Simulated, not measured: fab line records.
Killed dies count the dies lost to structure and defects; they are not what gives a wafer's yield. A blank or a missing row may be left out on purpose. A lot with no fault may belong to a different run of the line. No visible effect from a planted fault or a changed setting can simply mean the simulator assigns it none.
What tool caused it? / flow sky130 / 6 lots (18 wafers sampled), 1 step of a 708-step route

WHAT THE GAUGES READ, wafer by wafer
SKY_VT_ADJUST_NCORE_TW_MEAS_11.
lot=L329; measured=day 9 02:29; on=filmMetro-02; VT_ADJUST_NCORE_TW=219.8 218.5 218.7
lot=L334; measured=day 10 14:58; on=filmMetro-02; VT_ADJUST_NCORE_TW=219.7 219.4 220.2
lot=L336; measured=day 11 08:41; on=filmMetro-03; VT_ADJUST_NCORE_TW=221.0 222.1 221.6
lot=L344; measured=day 13 10:56; on=filmMetro-02; VT_ADJUST_NCORE_TW=219.5 219.1 219.4
lot=L347; measured=day 14 07:23; on=filmMetro-03; VT_ADJUST_NCORE_TW=221.1 220.6 221.3
lot=L349; measured=day 14 21:07; on=filmMetro-02; VT_ADJUST_NCORE_TW=219.2 220.4 220.2

WHAT TOOL EACH LOT RAN ON (gives the tool, then ch and the chambers of the sampled wafers, and finally the start)
Before these readings, the record contains no process step.

THE ANSWER, worked out from the rows above alone
Rule: usual is defined by the lots themselves. Put in order of their means at a reading, lots are off if they are a third of the lots or fewer, leave a main group of 4 or more, and stand apart from it by a gap of 3 or more times the standard deviation of the main group's means; of several such gaps the widest counts. If all means in a main group match to the digits the tables above print for the reading, that group is not used. Also off: a lot with no number at a reading for which 4 or more lots have one. Where the step has rows for the other lots, those lots are counted as sound.
Across all readings shown, no lot is off: no conclusion can be drawn from this.

WHAT THE SIMULATOR HAD PUT IN
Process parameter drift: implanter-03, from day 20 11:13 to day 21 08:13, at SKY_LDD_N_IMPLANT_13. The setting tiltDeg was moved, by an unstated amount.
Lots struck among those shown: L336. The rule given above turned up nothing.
